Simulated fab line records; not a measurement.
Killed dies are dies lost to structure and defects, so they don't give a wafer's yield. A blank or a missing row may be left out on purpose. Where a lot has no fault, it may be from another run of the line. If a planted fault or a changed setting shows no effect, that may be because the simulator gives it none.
Comparing a struck lot with a sound one -- flow sky130 -- 21 out of 708 route steps
Sound: these wafers, L686.2, L686.3, L686.5. Wafers struck: L694.4, L694.5, L694.6. The cause is named last.
Each step with rows lists, per side, the tool, then ch with its chambers, then its first start. Under that, the readings that differ: sound wafers -- struck wafers -- difference of the means -- sigmas: that difference in standard deviations of wafers without a fault.
alike: readings with means less than 2 such deviations apart, plus words and numbers identical on both sides. not compared: withheld readings, readings lacking a value on some wafer, bounds such as >300 that could conceal the same value, and numbers that have no deviation in the record and whose values overlap.
The two part at a step that has a row with sigmas, a row that says differs or no value, or rows on one side only. Non-overlapping numbers with no deviation appear without sigmas and do not part them. A reading that every wafer of one side lacks parts them only if that side has two wafers or more.

first, 3 steps without rows for these wafers: SKY_VT_ADJUST_HVTR_EXPOSE_04 (exposes mask HVTRM, target cd 380 nm); SKY_VT_ADJUST_HVTR_PEB_05; SKY_VT_ADJUST_HVTR_DEVELOP_06 (develop time 60 s).
SKY_VT_ADJUST_HVTR_CD_MEAS_07: the cd target is 380 nm.
  sound: cd sem-02 at day 10 22:52; struck: cd sem-01 at day 13 10:30
  alike: cd nm
SKY_VT_ADJUST_HVTR_OVL_MEAS_08:
  sound: overlay-02 at day 10 22:58; struck: overlay-02 at day 13 10:35
  alike: VT_ADJUST_HVTR_OVL
then, 1 step without rows for these wafers: SKY_VT_ADJUST_HVTR_IMPLANT_09.
SKY_VT_ADJUST_HVTR_STRIP_10: strips in O2/N2.
  sound on plasma asher-02 ch 0,1, day 10 23:08; struck on plasma asher-03 ch 0,1, day 13 10:47
  alike: drypump motor current A, o2 flow sccm, oes product au, strip time to endpoint s
  not compared: rf hours counter h
SKY_VT_ADJUST_HVTR_TW_MEAS_11:
  sound: film metro-01 at day 10 23:15; struck: film metro-04 at day 13 10:52
  alike: VT_ADJUST_HVTR_TW
then, 4 steps without rows for these wafers: SKY_VT_ADJUST_PCH_DEHYDRATE_00 (time 60 s); SKY_VT_ADJUST_PCH_HMDS_01 (prime time 60 s); SKY_VT_ADJUST_PCH_COAT_02 (resist thk 3000 nm); SKY_VT_ADJUST_PCH_SOFTBAKE_03.
SKY_VT_ADJUST_PCH_EXPOSE_04: exposes mask NWM, target cd 840 nm.
  sound on iline stepper-01 ch 0, day 11 10:38; struck on iline stepper-02 ch 0, day 14 00:20
reading,sound,struck,difference,sigmas
mask,NWM#0 NWM#0 NWM#0,HVTRM#0 HVTRM#0 HVTRM#0,differs,
then, 2 steps without rows for these wafers: SKY_VT_ADJUST_PCH_PEB_05; SKY_VT_ADJUST_PCH_DEVELOP_06 (develop time 60 s).
SKY_VT_ADJUST_PCH_OVL_MEAS_07:
  sound: overlay-01 at day 11 22:55; struck: overlay-01 at day 14 13:21
reading,sound,struck,difference,sigmas
VT_ADJUST_PCH_OVL (nm),1.2 1.0 1.1,- - -,no value on the struck wafers,
then, 1 step without rows for these wafers: SKY_VT_ADJUST_PCH_IMPLANT_08.
SKY_VT_ADJUST_PCH_STRIP_09: strips in O2/N2.
  sound on plasma asher-01 ch 0,1, day 11 23:05; struck on plasma asher-01 ch 0,1, day 14 13:33
  alike: drypump motor current A, o2 flow sccm, oes product au, strip time to endpoint s
  not compared: rf hours counter h
SKY_VT_ADJUST_PCH_TW_MEAS_10:
  sound: film metro-02 at day 11 23:12; struck: film metro-02 at day 14 13:38
reading,sound,struck,difference,sigmas
VT_ADJUST_PCH_TW,145.5 144.8 145.2,30.2 30.3 30.5,-114.8,-88
then, 1 step without rows for these wafers: SKY_SONOS_TUNNEL_DEHYDRATE_00 (time 60 s).
-- record jumps: 35 days separate the struck wafers' starts on either side; left off in module SONOS_TUNNEL, taken up again in module PAD_OPEN, whose first shown step is the route's number 708 --
SKY_PAD_OPEN_PROBE_99:
  sound: prober-02 at day 47 12:10; struck: prober-01 at day 49 04:05
reading,sound,struck,difference,sigmas
killed at front end,23 16 19,410 413 427,+397,+99 or more
killed dies,88 82 72,492 492 492,+411,+45
killed on rim,18 14 12,96 96 96,+81,+23
  alike: killed_at_M0_to_M3, killed_at_M4_up, killed at contacts, killed at other, killed open, killed short

WHERE THEY PART
Earliest at SKY_VT_ADJUST_PCH_EXPOSE_04; latest, in this record, at SKY_PAD_OPEN_PROBE_99.

WHY: the cause the simulator had injected
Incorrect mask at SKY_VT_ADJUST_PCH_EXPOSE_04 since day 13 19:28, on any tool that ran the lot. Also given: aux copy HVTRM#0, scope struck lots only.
